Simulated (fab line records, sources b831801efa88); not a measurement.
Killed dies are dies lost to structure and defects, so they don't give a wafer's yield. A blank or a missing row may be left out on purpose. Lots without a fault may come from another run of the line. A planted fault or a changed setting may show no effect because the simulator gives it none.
fab line records | flow sky130
record lots=5 wafers=15 last_day=50
route steps=708 shown LDD_HVN@275 LDD_HVP@278 LDD_LDN@289 SPACER@304 POLY_CUT@307
lots that met no fault: from a run of the same line without faults
start_h: hours from the record's first day to the start of the lot's first wafer shown | wait_h: hours since the lot's step before | " the same as in the row above | L1.1+2: a row that stands for several wafers | - no value, or no start given | * or withheld: withheld | < > ~ a bound
route shown NAME@n: a module of which the file shows steps, and the number in the route of the first | usual: mean/standard deviation of fault-free wafers | same: alike in all rows | chamber/n: place in a boat | sites: the reading at each site | _std_site: their standard deviation | _edge_site: outer sites' mean less inner sites' | radius_mm: how far each site lies from the wafer's centre | mask NAME#n: copy n | behind: the tool/chamber that last shaped the wafer | hold: why the lot was held/for how many hours/how that ended | device: the transistor (n, p or np) that didn't switch | end of line: the same wafers' tests at the end of the route | a step without rows: its recipe alone | killed: dies lost to structure and defects at the first sort, not the wafer's yield | map: a wafer's dies, x killed, . not, _ none there
set.NAME: the setting as run; set.NAME@STEP: as run at that earlier step | model.NAME: the simulator's own value behind a step, which no gauge read
lots at some steps of the route; a table a step, a row a wafer
services: from which hour (start_h, from the record's first day; less than 0 if before it) a tool's chamber was out of use, for how many hours, and why
## steps
# step SKY_LDD_HVN_IMPLANT_08
# recipe species=P energy_kev=60 dose_cm2=3e+13 tilt_deg=40
# columns lot.wafer tool chamber start_h wait_h
L078.1+2+5 implanter-02 0 517.02 0.0
L082.2+4+6 implanter-01 0 536.60 0.0
L092.1+3+4 implanter-02 0 630.97 0.0
L093.1+4+6 implanter-01 0 633.32 0.0
L094.1+4+6 implanter-01 0 639.42 0.0
# step SKY_LDD_HVN_STRIP_09
# recipe chemistry=O2/N2 power_w=1400 pressure_mtorr=1500 platen_temp_c=withheld o2_flow_sccm=3000 n2_flow_sccm=300 overash_fraction=0.5
# usual drypump_motor_current_A=5.60/0.18 oes_product_au=0.408/0.0048 strip_time_to_endpoint_s=4.133/0.017
# same overash_fraction=0.5
# columns lot.wafer tool chamber start_h wait_h drypump_motor_current_A oes_product_au rf_hours_counter_h strip_time_to_endpoint_s
L078.1 plasma_asher-01 1 517.17 0.1 5.52 0.413 41 4.117
L078.2 " 0 " " 5.84 0.412 41 4.143
L078.5 " 1 " " 5.53 0.411 - 4.125
L082.2 plasma_asher-02 1 536.72 0.1 5.41 0.407 72 4.154
L082.4 " 0 " " 5.71 0.408 - 4.131
L082.6 " 1 " " 5.43 0.405 - 4.141
L092.1 plasma_asher-02 0 631.12 0.1 5.72 0.405 82 4.138
L092.3 " 0 " " 5.71 0.404 - 4.127
L092.4 " 1 " " 5.50 0.404 - 4.127
L093.1 plasma_asher-04 1 633.47 0.1 5.73 0.414 95 4.117
L093.4 " 0 " " 5.12 0.410 - 4.133
L093.6 " 1 " " 5.72 0.402 - 4.128
L094.1 plasma_asher-02 0 639.57 0.1 5.70 0.413 83 4.128
L094.4 " 0 " " 5.69 0.415 - 4.159
L094.6 " 1 " " 5.38 0.405 - 4.143
# step SKY_LDD_HVN_TW_MEAS_10
# usual LDD_HVN_TW=1430/22
# columns lot.wafer tool chamber start_h wait_h LDD_HVN_TW
L078.1 film_metro-02 - 517.27 0.1 1432
L078.2 " - " " 1430
L078.5 " - " " 1435
L082.2 film_metro-02 - 536.83 0.1 1422
L082.4 " - " " 1419
L082.6 " - " " 1434
L092.1 film_metro-04 - 631.22 0.1 1406
L092.3 " - " " 1416
L092.4 " - " " 1410
L093.1 film_metro-02 - 633.57 0.1 1432
L093.4 " - " " 1431
L093.6 " - " " 1425
L094.1 film_metro-02 - 639.67 0.1 1433
L094.4 " - " " 1437
L094.6 " - " " 1438
# step SKY_LDD_HVP_DEHYDRATE_00
# recipe temp_c=200 time_s=60
# usual heater_power_total_W=160.37/0.13
# columns lot.wafer tool chamber start_h wait_h heater_power_total_W
L078.1 litho_track-01 0 531.24 14.0 160.18
L078.2 " 0 " " 160.21
L078.5 " 0 " " 160.57
L082.2 litho_track-03 0 552.06 15.2 160.15
L082.4 " 0 " " 160.23
L082.6 " 0 " " 160.26
L092.1 litho_track-04 0 645.66 14.4 160.60
L092.3 " 0 " " 160.45
L092.4 " 0 " " 160.33
L093.1 litho_track-04 0 647.56 14.0 160.44
L093.4 " 0 " " 160.32
L093.6 " 0 " " 160.44
L094.1 litho_track-03 0 652.88 13.2 160.55
L094.4 " 0 " " 160.25
L094.6 " 0 " " 160.41
# step SKY_LDD_HVP_HMDS_01
# recipe prime_time_s=60 prime_temp_c=120
# columns lot.wafer tool chamber start_h wait_h
L078.1+2+5 litho_track-01 0 531.39 0.1
L082.2+4+6 litho_track-03 0 552.21 0.1
L092.1+3+4 litho_track-04 0 645.81 0.1
L093.1+4+6 litho_track-04 0 647.71 0.1
L094.1+4+6 litho_track-03 0 653.03 0.1
# step SKY_LDD_HVP_COAT_02
# recipe resist=NOVOLAK spin_rpm=3000 resist_thk_nm=300
# columns lot.wafer tool chamber start_h wait_h
L078.1+2+5 litho_track-01 0 531.54 0.1
L082.2+4+6 litho_track-03 0 552.36 0.1
L092.1+3+4 litho_track-04 0 645.96 0.1
L093.1+4+6 litho_track-04 0 647.86 0.1
L094.1+4+6 litho_track-03 0 653.18 0.1
# step SKY_LDD_HVP_SOFTBAKE_03
# recipe temp_c=90 time_s=60 resist=NOVOLAK
# usual heater_power_total_W=56.59/0.046
# columns lot.wafer tool chamber start_h wait_h heater_power_total_W
L078.1 litho_track-01 0 531.69 0.1 56.60
L078.2 " 0 " " 56.55
L078.5 " 0 " " 56.52
L082.2 litho_track-03 0 552.51 0.1 56.54
L082.4 " 0 " " 56.61
L082.6 " 0 " " 56.54
L092.1 litho_track-04 0 646.11 0.1 56.61
L092.3 " 0 " " 56.56
L092.4 " 0 " " 56.60
L093.1 litho_track-04 0 648.01 0.1 56.59
L093.4 " 0 " " 56.60
L093.6 " 0 " " 56.58
L094.1 litho_track-03 0 653.33 0.1 56.53
L094.4 " 0 " " 56.60
L094.6 " 0 " " 56.67
# step SKY_LDD_HVP_EXPOSE_04
# recipe mask_id=HVPTM na=0.6 source_shape=conventional sigma_outer=0.6 polarization=unpolarized target_cd_nm=700 dose_mj=86
# columns lot.wafer tool chamber start_h wait_h mask
L078.1+2+5 iline_stepper-02 0 - - HVPTM#0
L082.2+4+6 iline_stepper-01 0 - - HVPTM#0
L092.1+3+4 iline_stepper-01 0 - - HVPTM#0
L093.1+4+6 iline_stepper-02 0 - - HVPTM#0
L094.1+4+6 iline_stepper-01 0 - - HVPTM#0
# step SKY_LDD_HVP_PEB_05
# recipe temp_c=withheld time_s=* resist=NOVOLAK
# columns lot.wafer tool chamber start_h wait_h
L078.1+2+5 litho_track-04 0 - -
L082.2+4+6 litho_track-04 0 - -
L092.1+3+4 litho_track-04 0 - -
L093.1+4+6 litho_track-04 0 - -
L094.1+4+6 litho_track-01 0 - -
# step SKY_LDD_HVP_DEVELOP_06
# recipe resist=NOVOLAK developer=TMAH develop_time_s=60 dev_temp_c=23
# columns lot.wafer tool chamber start_h wait_h
L078.1+2+5 litho_track-04 0 547.41 0.1
L082.2+4+6 litho_track-04 0 566.83 0.1
L092.1+3+4 litho_track-04 0 659.51 0.1
L093.1+4+6 litho_track-04 0 662.61 0.1
L094.1+4+6 litho_track-01 0 668.05 0.1
# step SKY_LDD_HVP_OVL_MEAS_07
# usual LDD_HVP_OVL=0.2/1.5
# columns lot.wafer tool chamber start_h wait_h LDD_HVP_OVL[nm]
L078.1 overlay-02 - 547.56 0.1 0.8
L078.2 " - " " -0.4
L078.5 " - " " 1.3
L082.2 overlay-01 - 566.97 0.1 2.2
L082.4 " - " " 2.9
L082.6 " - " " 2.7
L092.1 overlay-01 - 659.66 0.1 1.9
L092.3 " - " " 2.0
L092.4 " - " " 0.2
L093.1 overlay-02 - 662.76 0.1 -0.2
L093.4 " - " " -0.7
L093.6 " - " " 0.2
L094.1 overlay-02 - 668.20 0.1 0.6
L094.4 " - " " 1.4
L094.6 " - " " -0.7
# step SKY_LDD_HVP_IMPLANT_08
# recipe species=B energy_kev=20 dose_cm2=1.7e+13 tilt_deg=17.9
# columns lot.wafer tool chamber start_h wait_h
L078.1+2+5 implanter-01 0 547.60 0.0
L082.2+4+6 implanter-01 0 567.02 0.0
L092.1+3+4 implanter-01 0 659.70 0.0
L093.1+4+6 implanter-03 0 662.80 0.0
L094.1+4+6 implanter-01 0 668.23 0.0
# step SKY_LDD_HVP_STRIP_09
# recipe chemistry=O2/N2 power_w=1400 pressure_mtorr=1500 platen_temp_c=withheld o2_flow_sccm=3000 n2_flow_sccm=300 overash_fraction=0.5
# usual drypump_motor_current_A=5.6/0.45 oes_product_au=0.409/0.0046 strip_time_to_endpoint_s=4.133/0.015
# same overash_fraction=0.5
# columns lot.wafer tool chamber start_h wait_h drypump_motor_current_A oes_product_au rf_hours_counter_h strip_time_to_endpoint_s
L078.1 plasma_asher-02 0 547.75 0.1 5.7 0.406 73 4.125
L078.2 " 1 " " 5.5 0.403 73 4.161
L078.5 " 1 " " 5.5 0.405 - 4.126
L082.2 plasma_asher-03 0 567.15 0.1 6.5 0.411 14 4.136
L082.4 " 1 " " 5.0 0.413 - 4.140
L082.6 " 1 " " 5.0 0.418 - 4.137
L092.1 plasma_asher-04 0 659.85 0.1 5.1 0.411 98 4.139
L092.3 " 0 " " 5.1 0.413 - 4.138
L092.4 " 1 " " 5.7 0.406 - 4.153
L093.1 plasma_asher-02 1 662.95 0.1 5.5 0.416 85 4.144
L093.4 " 0 " " 5.7 0.410 - 4.136
L093.6 " 1 " " 5.4 0.403 - 4.129
L094.1 plasma_asher-02 0 668.38 0.1 5.7 0.409 86 4.125
L094.4 " 1 " " 5.5 0.413 - 4.142
L094.6 " 1 " " 5.4 0.402 - 4.140
# step SKY_LDD_HVP_TW_MEAS_10
# usual LDD_HVP_TW=457/9.1
# columns lot.wafer tool chamber start_h wait_h LDD_HVP_TW
L078.1 film_metro-04 - 547.85 0.1 451
L078.2 " - " " 450
L078.5 " - " " 451
L082.2 film_metro-04 - 567.26 0.1 444
L082.4 " - " " 447
L082.6 " - " " 446
L092.1 film_metro-01 - 659.95 0.1 467
L092.3 " - " " 467
L092.4 " - " " 467
L093.1 film_metro-04 - 663.05 0.1 449
L093.4 " - " " 448
L093.6 " - " " 449
L094.1 film_metro-01 - 668.48 0.1 467
L094.4 " - " " 464
L094.6 " - " " 467
# step SKY_LDD_LDN_DEHYDRATE_00
# recipe temp_c=200 time_s=60
# usual heater_power_total_W=160.37/0.13
# columns lot.wafer tool chamber start_h wait_h heater_power_total_W
L078.1 litho_track-01 0 561.39 13.5 160.51
L078.2 " 0 " " 160.39
L078.5 " 0 " " 160.38
L082.2 litho_track-01 0 581.77 14.5 160.56
L082.4 " 0 " " 160.27
L082.6 " 0 " " 160.61
L092.1 litho_track-01 0 674.50 14.5 160.62
L092.3 " 0 " " 160.37
L092.4 " 0 " " 160.45
L093.1 litho_track-02 0 676.64 13.6 160.41
L093.4 " 0 " " 160.24
L093.6 " 0 " " 160.26
L094.1 litho_track-02 0 681.89 13.4 160.23
L094.4 " 0 " " 160.32
L094.6 " 0 " " 160.52
# step SKY_LDD_LDN_HMDS_01
# recipe prime_time_s=60 prime_temp_c=120
# columns lot.wafer tool chamber start_h wait_h
L078.1+2+5 litho_track-01 0 561.54 0.1
L082.2+4+6 litho_track-01 0 581.92 0.1
L092.1+3+4 litho_track-01 0 674.65 0.1
L093.1+4+6 litho_track-02 0 676.79 0.1
L094.1+4+6 litho_track-02 0 682.04 0.1
# step SKY_LDD_LDN_COAT_02
# recipe resist=NOVOLAK spin_rpm=3000 resist_thk_nm=1140
# columns lot.wafer tool chamber start_h wait_h
L078.1+2+5 litho_track-01 0 561.69 0.1
L082.2+4+6 litho_track-01 0 582.07 0.1
L092.1+3+4 litho_track-01 0 674.80 0.1
L093.1+4+6 litho_track-02 0 676.94 0.1
L094.1+4+6 litho_track-02 0 682.19 0.1
# step SKY_LDD_LDN_SOFTBAKE_03
# recipe temp_c=90 time_s=60 resist=NOVOLAK
# usual heater_power_total_W=56.60/0.039
# columns lot.wafer tool chamber start_h wait_h heater_power_total_W
L078.1 litho_track-01 0 561.84 0.1 56.58
L078.2 " 0 " " 56.63
L078.5 " 0 " " 56.63
L082.2 litho_track-01 0 582.22 0.1 56.53
L082.4 " 0 " " 56.57
L082.6 " 0 " " 56.62
L092.1 litho_track-01 0 674.95 0.1 56.60
L092.3 " 0 " " 56.66
L092.4 " 0 " " 56.64
L093.1 litho_track-02 0 677.09 0.1 56.66
L093.4 " 0 " " 56.64
L093.6 " 0 " " 56.53
L094.1 litho_track-02 0 682.34 0.1 56.57
L094.4 " 0 " " 56.64
L094.6 " 0 " " 56.52
# step SKY_LDD_LDN_EXPOSE_04
# recipe mask_id=LDNTM na=0.6 source_shape=conventional sigma_outer=0.6 polarization=unpolarized target_cd_nm=700 dose_mj=140
# columns lot.wafer tool chamber start_h wait_h mask
L078.1+2+5 iline_stepper-02 0 - - LDNTM#0
L082.2+4+6 iline_stepper-01 0 - - LDNTM#0
L092.1+3+4 iline_stepper-02 0 - - LDNTM#0
L093.1+4+6 iline_stepper-02 0 - - LDNTM#0
L094.1+4+6 iline_stepper-01 0 - - LDNTM#0
# step SKY_LDD_LDN_PEB_05
# recipe temp_c=withheld time_s=* resist=NOVOLAK
# columns lot.wafer tool chamber start_h wait_h
L078.1+2+5 litho_track-01 0 - -
L082.2+4+6 litho_track-01 0 - -
L092.1+3+4 litho_track-02 0 - -
L093.1+4+6 litho_track-01 0 - -
L094.1+4+6 litho_track-04 0 - -
# step SKY_LDD_LDN_DEVELOP_06
# recipe resist=NOVOLAK developer=TMAH develop_time_s=60 dev_temp_c=23
# columns lot.wafer tool chamber start_h wait_h
L078.1+2+5 litho_track-01 0 576.79 0.1
L082.2+4+6 litho_track-01 0 595.57 0.1
L092.1+3+4 litho_track-02 0 687.94 0.1
L093.1+4+6 litho_track-01 0 690.35 0.1
L094.1+4+6 litho_track-04 0 696.01 0.1
# step SKY_LDD_LDN_OVL_MEAS_07
# usual LDD_LDN_OVL=0.4/1.5
# columns lot.wafer tool chamber start_h wait_h LDD_LDN_OVL[nm]
L078.1 overlay-01 - 576.94 0.1 1.6
L078.2 " - " " 3.2
L078.5 " - " " 1.1
L082.2 overlay-02 - 595.70 0.1 -0.2
L082.4 " - " " -0.2
L082.6 " - " " -0.8
L092.1 overlay-02 - 688.09 0.1 1.3
L092.3 " - " " 0.9
L092.4 " - " " 0.6
L093.1 overlay-02 - 690.50 0.1 0.3
L093.4 " - " " 0.6
L093.6 " - " " 1.7
L094.1 overlay-01 - 696.16 0.1 1.1
L094.4 " - " " 0.4
L094.6 " - " " 2.1
# step SKY_LDD_LDN_IMPLANT_08
# recipe species=As energy_kev=15 dose_cm2=1.25e+13 tilt_deg=withheld rotation_deg=23
# usual rotation_deg=23.000/0.02
# columns lot.wafer tool chamber start_h wait_h rotation_deg
L078.1 implanter-03 0 576.98 0.0 23.000
L078.2 " 0 " " 22.994
L078.5 " 0 " " 22.995
L082.2 implanter-03 0 595.76 0.0 23.004
L082.4 " 0 " " 23.019
L082.6 " 0 " " 22.991
L092.1 implanter-01 0 688.12 0.0 22.996
L092.3 " 0 " " 22.998
L092.4 " 0 " " 22.998
L093.1 implanter-01 0 690.53 0.0 22.994
L093.4 " 0 " " 23.018
L093.6 " 0 " " 22.971
L094.1 implanter-03 0 696.20 0.0 22.989
L094.4 " 0 " " 22.992
L094.6 " 0 " " 23.004
# step SKY_LDD_LDN_IMPLANT_09
# recipe species=As energy_kev=15 dose_cm2=1.25e+13 tilt_deg=withheld rotation_deg=113
# usual rotation_deg=113.00/0.026
# columns lot.wafer tool chamber start_h wait_h rotation_deg
L078.1 implanter-03 0 577.13 0.1 113.01
L078.2 " 0 " " 113.04
L078.5 " 0 " " 113.07
L082.2 implanter-03 0 595.91 0.1 112.99
L082.4 " 0 " " 113.01
L082.6 " 0 " " 113.00
L092.1 implanter-01 0 688.27 0.1 112.98
L092.3 " 0 " " 113.04
L092.4 " 0 " " 113.01
L093.1 implanter-01 0 690.68 0.1 112.96
L093.4 " 0 " " 112.99
L093.6 " 0 " " 113.02
L094.1 implanter-03 0 696.35 0.1 112.98
L094.4 " 0 " " 112.94
L094.6 " 0 " " 112.94
# step SKY_LDD_LDN_IMPLANT_10
# recipe species=As energy_kev=15 dose_cm2=1.25e+13 tilt_deg=withheld rotation_deg=203
# usual rotation_deg=203.00/0.043
# columns lot.wafer tool chamber start_h wait_h rotation_deg
L078.1 implanter-03 0 577.28 0.1 202.97
L078.2 " 0 " " 203.06
L078.5 " 0 " " 202.99
L082.2 implanter-03 0 596.06 0.1 203.00
L082.4 " 0 " " 203.05
L082.6 " 0 " " 202.99
L092.1 implanter-01 0 688.42 0.1 203.07
L092.3 " 0 " " 202.94
L092.4 " 0 " " 203.03
L093.1 implanter-01 0 690.83 0.1 202.93
L093.4 " 0 " " 203.01
L093.6 " 0 " " 203.00
L094.1 implanter-03 0 696.50 0.1 203.10
L094.4 " 0 " " 202.99
L094.6 " 0 " " 203.03
# step SKY_LDD_LDN_IMPLANT_11
# recipe species=As energy_kev=15 dose_cm2=1.25e+13 tilt_deg=withheld rotation_deg=293
# usual rotation_deg=293.00/0.057
# columns lot.wafer tool chamber start_h wait_h rotation_deg
L078.1 implanter-03 0 577.43 0.1 293.03
L078.2 " 0 " " 293.07
L078.5 " 0 " " 292.95
L082.2 implanter-03 0 596.21 0.1 293.04
L082.4 " 0 " " 293.03
L082.6 " 0 " " 293.09
L092.1 implanter-01 0 688.57 0.1 293.00
L092.3 " 0 " " 293.00
L092.4 " 0 " " 292.99
L093.1 implanter-01 0 690.98 0.1 292.91
L093.4 " 0 " " 293.02
L093.6 " 0 " " 293.02
L094.1 implanter-03 0 696.65 0.1 292.99
L094.4 " 0 " " 293.00
L094.6 " 0 " " 292.97
# step SKY_LDD_LDN_STRIP_12
# recipe chemistry=O2/N2 power_w=1400 pressure_mtorr=1500 platen_temp_c=withheld o2_flow_sccm=3000 n2_flow_sccm=300 overash_fraction=0.5
# usual drypump_motor_current_A=5.6/0.51 oes_product_au=0.715/0.0047 strip_time_to_endpoint_s=14.18/0.038
# same overash_fraction=0.5
# columns lot.wafer tool chamber start_h wait_h drypump_motor_current_A oes_product_au rf_hours_counter_h strip_time_to_endpoint_s
L078.1 plasma_asher-01 0 577.58 0.1 5.8 0.710 47 14.11
L078.2 " 1 " " 5.5 0.713 47 14.15
L078.5 " 0 " " 5.8 0.712 - 14.11
L082.2 plasma_asher-01 1 596.33 0.1 5.5 0.718 49 14.20
L082.4 " 1 " " 5.5 0.714 - 14.16
L082.6 " 1 " " 5.5 0.714 - 14.18
L092.1 plasma_asher-01 1 688.72 0.1 5.5 0.709 56 14.21
L092.3 " 0 " " 5.8 0.721 - 14.20
L092.4 " 1 " " 5.5 0.718 - 14.21
L093.1 plasma_asher-03 0 691.13 0.1 6.5 0.701 27 14.24
L093.4 " 0 " " 6.5 0.715 - 14.27
L093.6 " 0 " " 6.5 0.719 - 14.26
L094.1 plasma_asher-03 1 696.80 0.1 5.0 0.719 27 14.18
L094.4 " 1 " " 5.0 0.704 - 14.19
L094.6 " 1 " " 5.0 0.722 - 14.19
# step SKY_LDD_LDN_TW_MEAS_13
# usual LDD_LDN_TW=1488/18
# columns lot.wafer tool chamber start_h wait_h LDD_LDN_TW
L078.1 film_metro-02 - 577.68 0.1 1467
L078.2 " - " " 1474
L078.5 " - " " 1475
L082.2 film_metro-01 - 596.44 0.1 1514
L082.4 " - " " 1508
L082.6 " - " " 1507
L092.1 film_metro-02 - 688.82 0.1 1466
L092.3 " - " " 1478
L092.4 " - " " 1474
L093.1 film_metro-01 - 691.23 0.1 1524
L093.4 " - " " 1531
L093.6 " - " " 1527
L094.1 film_metro-02 - 696.90 0.1 1473
L094.4 " - " " 1466
L094.6 " - " " 1476
# step SKY_LDD_LDN_CLEAN_14
# recipe chemistry=SC1/SC2 mix=1:4:20 temp_c=70 time_s=150 dry=n2_spin
# columns lot.wafer tool chamber start_h wait_h
L078.1+2+5 wet_bench-04 1 577.74 0.1
L082.2+4+6 wet_bench-04 1 596.49 0.0
L092.1+3+4 wet_bench-04 2 688.88 0.1
L093.1+4+6 wet_bench-04 1 691.29 0.1
L094.1+4+6 wet_bench-02 2 696.96 0.1
# step SKY_SPACER_CVD_00
# recipe material=Si3N4 precursor=DCS/NH3 target_thk_nm=43.1 temp_c=770 time_s=740 pressure_mtorr=250
# usual susceptor_temp_C=770.0/0.3
# columns lot.wafer tool chamber start_h wait_h susceptor_temp_C
L078.1 lpcvd-02 0 578.91 1.1 770.1
L078.2 " 0 " " 770.1
L078.5 " 0 " " 769.4
L082.2 lpcvd-02 0 596.84 0.3 769.8
L082.4 " 0 " " 769.5
L082.6 " 0 " " 769.6
L092.1 lpcvd-02 1 689.45 0.5 770.0
L092.3 " 1 " " 770.6
L092.4 " 1 " " 770.3
L093.1 lpcvd-02 1 691.71 0.4 770.4
L093.4 " 1 " " 769.4
L093.6 " 1 " " 769.8
L094.1 lpcvd-02 0 697.01 0.0 769.9
L094.4 " 0 " " 770.5
L094.6 " 0 " " 770.3
# step SKY_SPACER_THK_MEAS_01
# recipe reads=Si3N4_of_SPACER_CVD_00
# usual SPACER_CVD_00_THK=43.0/0.45
# columns lot.wafer tool chamber start_h wait_h SPACER_CVD_00_THK[nm]
L078.1 film_metro-02 - 580.11 0.0 43.0
L078.2 " - " " 43.1
L078.5 " - " " 43.4
L082.2 film_metro-04 - 598.05 0.0 42.4
L082.4 " - " " 42.5
L082.6 " - " " 42.4
L092.1 film_metro-04 - 690.66 0.0 43.2
L092.3 " - " " 43.5
L092.4 " - " " 43.6
L093.1 film_metro-03 - 692.91 0.0 42.9
L093.4 " - " " 42.9
L093.6 " - " " 42.7
L094.1 film_metro-02 - 698.81 0.0 43.3
L094.4 " - " " 43.3
L094.6 " - " " 42.9
# step SKY_SPACER_ETCHBACK_02
# recipe chemistry=CH3F/O2 target=Si3N4 stop_on=SiO2 source_w=400 bias_w=80 pressure_mtorr=25 ch3f_flow_sccm=40 O2_flow_sccm=30 time_s=46.7 target_depth_a=450
# usual drypump_motor_current_A=5.83/0.3 oes_product_au=0.854/0.0071 throttle_valve_pct=10.562/0.0096
# columns lot.wafer tool chamber start_h wait_h drypump_motor_current_A oes_product_au rf_hours_counter_h throttle_valve_pct
L078.1 rie_diel-04 0 580.17 0.1 6.14 0.858 32 10.551
L078.2 " 3 " " 5.61 0.852 2 10.566
L078.5 " 2 " " 5.37 0.858 - 10.557
L082.2 rie_diel-02 1 598.10 0.0 5.71 0.840 8 10.553
L082.4 " 0 " " 5.44 0.844 - 10.545
L082.6 " 1 " " 5.69 0.843 - 10.544
L092.1 rie_diel-02 0 690.72 0.1 5.46 0.859 4 10.563
L092.3 " 3 " " 6.04 0.863 17 10.571
L092.4 " 2 " " 6.15 0.865 9 10.564
L093.1 rie_diel-02 3 692.97 0.1 6.00 0.853 17 10.562
L093.4 " 1 " " 5.73 0.843 9 10.566
L093.6 " 0 " " 5.47 0.851 - 10.578
L094.1 rie_diel-01 2 698.87 0.1 5.92 0.860 5 10.556
L094.4 " 0 " " 5.59 0.843 7 10.561
L094.6 " 1 " " 6.22 0.854 - 10.564
# step SKY_POLY_CUT_DEHYDRATE_00
# recipe temp_c=200 time_s=60
# usual heater_power_total_W=160.39/0.12
# columns lot.wafer tool chamber start_h wait_h heater_power_total_W
L078.1 litho_track-02 0 593.64 13.4 160.36
L078.2 " 0 " " 160.62
L078.5 " 0 " " 160.58
L082.2 litho_track-02 0 612.21 14.1 160.21
L082.4 " 0 " " 160.19
L082.6 " 0 " " 160.52
L092.1 litho_track-03 0 704.28 13.5 160.23
L092.3 " 0 " " 160.46
L092.4 " 0 " " 160.28
L093.1 litho_track-01 0 706.20 13.2 160.42
L093.4 " 0 " " 160.36
L093.6 " 0 " " 160.15
L094.1 litho_track-03 0 711.83 12.9 160.34
L094.4 " 0 " " 160.37
L094.6 " 0 " " 160.47
# step SKY_POLY_CUT_HMDS_01
# recipe prime_time_s=60 prime_temp_c=120
# columns lot.wafer tool chamber start_h wait_h
L078.1+2+5 litho_track-02 0 593.79 0.1
L082.2+4+6 litho_track-02 0 612.36 0.1
L092.1+3+4 litho_track-03 0 704.43 0.1
L093.1+4+6 litho_track-01 0 706.35 0.1
L094.1+4+6 litho_track-03 0 711.98 0.1
# step SKY_POLY_CUT_COAT_02
# recipe resist=BARC temp_c=withheld time_s=withheld spin_rpm=3000 resist_thk_nm=60
# columns lot.wafer tool chamber start_h wait_h
L078.1+2+5 litho_track-02 0 593.94 0.1
L082.2+4+6 litho_track-02 0 612.51 0.1
L092.1+3+4 litho_track-03 0 704.58 0.1
L093.1+4+6 litho_track-01 0 706.50 0.1
L094.1+4+6 litho_track-03 0 712.13 0.1
# step SKY_POLY_CUT_COAT_03
# recipe resist=KrF-thick spin_rpm=3000 resist_thk_nm=450
# columns lot.wafer tool chamber start_h wait_h
L078.1+2+5 litho_track-02 0 - -
L082.2+4+6 litho_track-02 0 - -
L092.1+3+4 litho_track-03 0 - -
L093.1+4+6 litho_track-01 0 - -
L094.1+4+6 litho_track-03 0 - -
# step SKY_POLY_CUT_SOFTBAKE_04
# recipe temp_c=100 time_s=90 resist=KrF-thick
# usual heater_power_total_W=57.35/0.12
# columns lot.wafer tool chamber start_h wait_h heater_power_total_W
L078.1 litho_track-02 0 - - 57.57
L078.2 " 0 " " 57.31
L078.5 " 0 " " 57.28
L082.2 litho_track-02 0 - - 57.32
L082.4 " 0 " " 57.37
L082.6 " 0 " " 57.54
L092.1 litho_track-03 0 - - 57.52
L092.3 " 0 " " 57.36
L092.4 " 0 " " 57.42
L093.1 litho_track-01 0 - - 57.20
L093.4 " 0 " " 57.46
L093.6 " 0 " " 57.43
L094.1 litho_track-03 0 - - 57.27
L094.4 " 0 " " 57.52
L094.6 " 0 " " 57.56
# step SKY_POLY_CUT_EXPOSE_05
# recipe mask_id=NPCM na=0.8 source_shape=annular sigma_inner=0.55 sigma_outer=0.85 target_cd_nm=270 dose_mj=32
# columns lot.wafer tool chamber start_h wait_h mask
L078.1+2+5 krf_scanner-01 0 - - NPCM#0
L082.2+4+6 krf_scanner-02 0 - - NPCM#0
L092.1+3+4 krf_scanner-02 0 - - NPCM#0
L093.1+4+6 krf_scanner-02 0 - - NPCM#0
L094.1+4+6 krf_scanner-02 0 - - NPCM#0
# step SKY_POLY_CUT_PEB_06
# recipe peb_temp_c=withheld peb_time_s=withheld resist=KrF-thick
# columns lot.wafer tool chamber start_h wait_h
L078.1+2+5 litho_track-01 0 - -
L082.2+4+6 litho_track-02 0 - -
L092.1+3+4 litho_track-02 0 - -
L093.1+4+6 litho_track-02 0 - -
L094.1+4+6 litho_track-02 0 - -
# step SKY_POLY_CUT_DEVELOP_07
# recipe develop_time_s=60 resist=KrF-thick dev_temp_c=21
# columns lot.wafer tool chamber start_h wait_h
L078.1+2+5 litho_track-01 0 - -
L082.2+4+6 litho_track-02 0 - -
L092.1+3+4 litho_track-02 0 - -
L093.1+4+6 litho_track-02 0 - -
L094.1+4+6 litho_track-02 0 - -
# step SKY_POLY_CUT_CD_MEAS_08
# recipe target_cd_nm=270
# usual cd_nm=270.4/1.6
# columns lot.wafer tool chamber start_h wait_h cd_nm
L078.1 cd_sem-01 - 609.29 - 268.5
L078.2 " - " " 270.1
L078.5 " - " " 269.3
L082.2 cd_sem-02 - 627.16 - 271.6
L082.4 " - " " 271.5
L082.6 " - " " 271.4
L092.1 cd_sem-01 - 718.09 - 269.5
L092.3 " - " " 270.0
L092.4 " - " " 269.8
L093.1 cd_sem-01 - 721.09 - 270.5
L093.4 " - " " 271.6
L093.6 " - " " 270.7
L094.1 cd_sem-01 - 726.14 - 272.1
L094.4 " - " " 271.4
L094.6 " - " " 271.8
# step SKY_POLY_CUT_OVL_MEAS_09
# usual POLY_CUT_OVL=0/5.1
# columns lot.wafer tool chamber start_h wait_h POLY_CUT_OVL[nm]
L078.1 overlay-02 - 609.41 0.1 -10
L078.2 " - " " 2
L078.5 " - " " -9
L082.2 overlay-02 - 627.26 0.1 -2
L082.4 " - " " 0
L082.6 " - " " -2
L092.1 overlay-02 - 718.21 0.1 -5
L092.3 " - " " 2
L092.4 " - " " 9
L093.1 overlay-01 - 721.21 0.1 2
L093.4 " - " " 3
L093.6 " - " " 4
L094.1 overlay-02 - 726.26 0.1 1
L094.4 " - " " -6
L094.6 " - " " -3
## services
# columns tool chamber start_h hours kind
krf_scanner-02 - 495.74 4.0 pm
krf_scanner-02 - 504.75 0.5 repair
iline_stepper-01 - 507.80 9.6 repair
plasma_asher-02 - 513.27 4.5 repair
krf_scanner-02 - 528.44 0.8 pm
wet_bench-04 - 536.75 1.9 pm
implanter-01 - 540.83 0.6 repair
rie_diel-02 3 540.97 85.0 repair
iline_stepper-01 - 550.71 1.5 repair
iline_stepper-01 - 577.63 1.7 pm
implanter-01 - 590.88 1.1 repair
krf_scanner-02 - 595.75 0.3 repair
implanter-03 - 597.20 4.4 pm
krf_scanner-02 - 604.90 1.0 pm
krf_scanner-02 - 613.72 1.3 pm
plasma_asher-01 - 614.40 28.1 pm
lpcvd-02 - 639.97 6.0 pm
implanter-03 - 640.31 3.9 repair
implanter-03 - 646.01 0.7 repair
implanter-03 - 651.64 5.4 pm
plasma_asher-01 - 671.51 0.3 repair
iline_stepper-02 - 693.13 1.7 pm
krf_scanner-02 - 697.24 0.8 pm
iline_stepper-01 - 718.54 11.3 repair
## key
fault none
